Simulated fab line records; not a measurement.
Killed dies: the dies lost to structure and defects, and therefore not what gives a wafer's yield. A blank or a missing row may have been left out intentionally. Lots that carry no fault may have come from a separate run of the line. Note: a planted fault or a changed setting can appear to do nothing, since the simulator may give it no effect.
Split-lot experiment || flow sfq line || 23 wafers read from 5 lots, route of 325 steps

== THE SPLIT ==
At SFQ_TRILAYER_I5_LITHO_PEB_147 (peb time 60 s), the setting peb temp c was moved away from the recipe's 115 C on 8 of the 23 wafers read, by -3.1% to +2.3%. The other wafers ran this setting at the recipe's value.

== FROM THE SPLIT TO THE READING: what the file shows between them, 2 steps ==
- SFQ_TRILAYER_I5_LITHO_DEVELOP_146: time 60 s
- SFQ_TRILAYER_I5_BARC_OPEN_VIA_ETCH_200: etches BARC in O2, target depth 125 nm, time 41.7 s

== THE READING ==
I5.cd nm (the simulator's own value, which no gauge read), in nm, at SFQ_TRILAYER_I5_ETCH_VIA_ETCH_147 (etches the open film in CHF3, stops on Nb, target depth 360 nm). There is no usual value for it anywhere in the file. Across the 15 wafers here that went through the recipe, the average is 698.2 nm and the standard deviation 1.6 nm.

{"wafer": "L074.1", "tool, chamber at the split": "litho track-01, 0", "peb temp c as run, C": 111.4, "against the recipe": "-3.1%", "I5.cd nm, nm": 623.5, "against lot-mates on the recipe": -75.4}
{"wafer": "L074.2", "tool, chamber at the split": "litho track-01, 0", "peb temp c as run, C": 115, "against the recipe": "recipe", "I5.cd nm, nm": 698.7, "against lot-mates on the recipe": "-"}
{"wafer": "L074.3", "tool, chamber at the split": "litho track-01, 0", "peb temp c as run, C": 111.4, "against the recipe": "-3.1%", "I5.cd nm, nm": 623.2, "against lot-mates on the recipe": -75.7}
{"wafer": "L074.4", "tool, chamber at the split": "litho track-01, 0", "peb temp c as run, C": 115, "against the recipe": "recipe", "I5.cd nm, nm": 699.1, "against lot-mates on the recipe": "-"}
{"wafer": "L074.5", "tool, chamber at the split": "litho track-01, 0", "peb temp c as run, C": 111.4, "against the recipe": "-3.1%", "I5.cd nm, nm": 621.3, "against lot-mates on the recipe": -77.6}
{"wafer": "L077.1", "tool, chamber at the split": "litho track-03, 0", "peb temp c as run, C": 115, "against the recipe": "recipe", "I5.cd nm, nm": 699.3, "against lot-mates on the recipe": "-"}
{"wafer": "L077.4", "tool, chamber at the split": "litho track-03, 0", "peb temp c as run, C": 115, "against the recipe": "recipe", "I5.cd nm, nm": 696.4, "against lot-mates on the recipe": "-"}
{"wafer": "L077.5", "tool, chamber at the split": "litho track-03, 0", "peb temp c as run, C": 115, "against the recipe": "recipe", "I5.cd nm, nm": 698.2, "against lot-mates on the recipe": "-"}
{"wafer": "L082.1", "tool, chamber at the split": "litho track-02, 0", "peb temp c as run, C": 117.6, "against the recipe": "+2.3%", "I5.cd nm, nm": 739.3, "against lot-mates on the recipe": "+42.9"}
{"wafer": "L082.4", "tool, chamber at the split": "litho track-02, 0", "peb temp c as run, C": 117.6, "against the recipe": "+2.3%", "I5.cd nm, nm": 739.3, "against lot-mates on the recipe": "+42.9"}
{"wafer": "L082.2", "tool, chamber at the split": "litho track-02, 0", "peb temp c as run, C": 117.6, "against the recipe": "+2.3%", "I5.cd nm, nm": 740.3, "against lot-mates on the recipe": "+43.9"}
{"wafer": "L082.3", "tool, chamber at the split": "litho track-02, 0", "peb temp c as run, C": 115, "against the recipe": "recipe", "I5.cd nm, nm": 697.1, "against lot-mates on the recipe": "-"}
{"wafer": "L082.5", "tool, chamber at the split": "litho track-02, 0", "peb temp c as run, C": 115, "against the recipe": "recipe", "I5.cd nm, nm": 695.7, "against lot-mates on the recipe": "-"}
{"wafer": "L084.1", "tool, chamber at the split": "litho track-02, 0", "peb temp c as run, C": 115, "against the recipe": "recipe", "I5.cd nm, nm": 698, "against lot-mates on the recipe": "-"}
{"wafer": "L084.3", "tool, chamber at the split": "litho track-02, 0", "peb temp c as run, C": 115, "against the recipe": "recipe", "I5.cd nm, nm": 699.7, "against lot-mates on the recipe": "-"}
{"wafer": "L084.4", "tool, chamber at the split": "litho track-02, 0", "peb temp c as run, C": 115, "against the recipe": "recipe", "I5.cd nm, nm": 697.1, "against lot-mates on the recipe": "-"}
{"wafer": "L084.5", "tool, chamber at the split": "litho track-02, 0", "peb temp c as run, C": 115, "against the recipe": "recipe", "I5.cd nm, nm": 695.9, "against lot-mates on the recipe": "-"}
{"wafer": "L084.6", "tool, chamber at the split": "litho track-02, 0", "peb temp c as run, C": 115, "against the recipe": "recipe", "I5.cd nm, nm": 698.2, "against lot-mates on the recipe": "-"}
{"wafer": "L085.1", "tool, chamber at the split": "litho track-02, 0", "peb temp c as run, C": 115, "against the recipe": "recipe", "I5.cd nm, nm": 702.3, "against lot-mates on the recipe": "-"}
{"wafer": "L085.2", "tool, chamber at the split": "litho track-02, 0", "peb temp c as run, C": 114, "against the recipe": "-0.9%", "I5.cd nm, nm": 683.4, "against lot-mates on the recipe": -16.3}
{"wafer": "L085.3", "tool, chamber at the split": "litho track-02, 0", "peb temp c as run, C": 115, "against the recipe": "recipe", "I5.cd nm, nm": 697.5, "against lot-mates on the recipe": "-"}
{"wafer": "L085.4", "tool, chamber at the split": "litho track-02, 0", "peb temp c as run, C": 114, "against the recipe": "-0.9%", "I5.cd nm, nm": 680.4, "against lot-mates on the recipe": -19.3}
{"wafer": "L085.6", "tool, chamber at the split": "litho track-02, 0", "peb temp c as run, C": 115, "against the recipe": "recipe", "I5.cd nm, nm": 699.2, "against lot-mates on the recipe": "-"}

FIT RESULTS
A straight line over all 23 wafers: I5.cd nm changes by +21.9 nm for each +1% of peb temp c; r = +0.99; the points scatter about the line by 4 nm.
The same after taking each lot's own level away (the mean of its wafers on the recipe; 23 wafers): +22.3 nm for each +1%; r = +0.99; scatter 3.5 nm.
That fit puts the effect of the largest move of peb temp c on the reading at 70 nm.
From 696.40 to 699.67 nm: that is the span of the lots' own levels, equal to 2.0 times the standard deviation above.
The two slopes are in agreement: the lot-to-lot level therefore moves the slope only a little.
Check: -70.4 nm against its lot-mates is what the line predicts for one of the wafers moved furthest among these (-3.1%) when that wafer is left out of the fit. It came out at -75.4 nm against them.

== OTHER SPLITS APPLIED TO THESE WAFERS ==
Other splits were also applied to these wafers ahead of the reading. Each is held against what the fit with the lots' levels taken away leaves over:
{"other split on the same wafers": "SFQ_TRILAYER_I4_VIA_LITHO_EXPOSE_104 dose mj", "wafers away from the commonest value": 6, "r with I5.cd nm (lot level and that fit taken away)": -0.13}
{"other split on the same wafers": "SFQ_TRILAYER_JJ_TRILAYER_DEP_SPUTTER_110 time s", "wafers away from the commonest value": 7, "r with I5.cd nm (lot level and that fit taken away)": -0.12}
{"other split on the same wafers": "SFQ_TRILAYER_JJ_TRILAYER_DEP_SPUTTER_112 power w", "wafers away from the commonest value": 8, "r with I5.cd nm (lot level and that fit taken away)": "+0.05"}
{"other split on the same wafers": "SFQ_TRILAYER_JJ_CE_LITHO_PEB_117 peb temp c", "wafers away from the commonest value": 6, "r with I5.cd nm (lot level and that fit taken away)": "+0.47"}
{"other split on the same wafers": "SFQ_TRILAYER_M5_LITHO_PEB_126 peb time s", "wafers away from the commonest value": 10, "r with I5.cd nm (lot level and that fit taken away)": -0.28}
{"other split on the same wafers": "SFQ_TRILAYER_R5_DEP_SPUTTER_132 time s", "wafers away from the commonest value": 8, "r with I5.cd nm (lot level and that fit taken away)": -0.06}
{"other split on the same wafers": "SFQ_TRILAYER_R5_LITHO_COAT_136 spin rpm", "wafers away from the commonest value": 10, "r with I5.cd nm (lot level and that fit taken away)": "+0.10"}

== THE WHOLE CHAIN: every reading that the file lists as answering this split, in the file's order ==
{"step": "SFQ_TRILAYER_I5_BARC_OPEN_VIA_ETCH_200", "what it does": "etches BARC in O2, target depth 125 nm, time 41.7 s", "reading": "I5.cd nm (the simulator's own value, which no gauge read)", "change (the file's fit)": "+22.6 nm for each +1% of the setting", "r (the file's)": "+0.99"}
{"step": "SFQ_TRILAYER_I5_ETCH_VIA_ETCH_147", "what it does": "etches the open film in CHF3, stops on Nb, target depth 360 nm", "reading": "I5.cd nm (the simulator's own value, which no gauge read)", "change (the file's fit)": "+22.5 nm for each +1% of the setting", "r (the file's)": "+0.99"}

== FILE'S OWN FIT ==
I5.cd nm changes by +22.5 nm for each +1% of peb temp c, r = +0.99.
